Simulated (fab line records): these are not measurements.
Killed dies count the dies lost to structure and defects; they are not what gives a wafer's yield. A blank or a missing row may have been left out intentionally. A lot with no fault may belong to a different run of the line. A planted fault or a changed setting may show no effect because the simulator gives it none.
What tool caused it? + flow sky130 + 6 lots with 18 wafers sampled at 3 steps, on a route of 708 steps

## WHAT THE GAUGES SHOWED, per wafer
SKY_NWELL_RS_MEAS_29: measurement is done with a four-point probe.
| lot  | measured     | on            | NWELL_RS (ohm/sq) |
|------|--------------|---------------|-------------------|
| L652 | day 5 20:10  | film metro-04 | 624.8 622.9 624.9 |
| L658 | day 8 07:55  | film metro-04 | 625.2 624.6 625.1 |
| L660 | day 8 09:12  | film metro-04 | 622.9 625.8 624.1 |
| L664 | day 9 16:05  | film metro-01 | 622.2 620.7 622.8 |
| L669 | day 10 10:31 | film metro-04 | 641.6 640.8 642.1 |
| L673 | day 11 06:22 | film metro-02 | 624.1 624.7 624.8 |

## EACH LOT AND THE TOOL THAT RAN IT (in order: tool; ch and the chambers of the sampled wafers; start)
| lot  | SKY_FIELD_ISO_STRIP_16              | SKY_NWELL_IMPLANT_12            |
|------|-------------------------------------|---------------------------------|
| L652 | plasma asher-01 ch 0,1, day 2 16:28 | implanter-02 ch 0, day 5 02:23  |
| L658 | plasma asher-01 ch 0,1, day 3 22:41 | implanter-03 ch 0, day 7 10:23  |
| L660 | plasma asher-03 ch 0,1, day 4 07:49 | implanter-04 ch 0, day 7 10:44  |
| L664 | plasma asher-03 ch 0,1, day 5 09:34 | implanter-04 ch 0, day 8 17:01  |
| L669 | plasma asher-02 ch 0,1, day 6 13:43 | implanter-04 ch 0, day 9 12:08  |
| L673 | plasma asher-03 ch 0,1, day 7 07:53 | implanter-02 ch 0, day 10 07:13 |
- SKY_FIELD_ISO_STRIP_16: strips in O2/N2.
- SKY_NWELL_IMPLANT_12

## THE ANSWER, worked out from the rows above alone
Rule: the usual values come from the lots themselves. The widest of any qualifying gaps counts: lots, ordered by their means at a reading, are off when they make up no more than a third of the lots, leave a main group of 4 or more, and stand apart from it by 3 or more times the standard deviation of that group's means. A main group whose means are all the same, to the digits that the tables above print for the reading, isn't used. Also off: a lot with no number at a reading for which 4 or more lots have one. All remaining lots with rows at the step are treated as sound.
Off: L669, at SKY_NWELL_RS_MEAS_29 (NWELL_RS). The main group: mean 624.0 ohm/sq, standard deviation 1.1.
A tool fits if, at a process step before that reading, it ran every lot that is off, and no sound lot after the first of them. The gauges at SKY_NWELL_RS_MEAS_29 are tried like those tools. Can't be told from this: 3 tools fit, plasma asher-02 at SKY_FIELD_ISO_STRIP_16, implanter-04 at SKY_NWELL_IMPLANT_12, film metro-04 at SKY_NWELL_RS_MEAS_29.

## WHAT WAS PUT IN BY THE SIMULATOR
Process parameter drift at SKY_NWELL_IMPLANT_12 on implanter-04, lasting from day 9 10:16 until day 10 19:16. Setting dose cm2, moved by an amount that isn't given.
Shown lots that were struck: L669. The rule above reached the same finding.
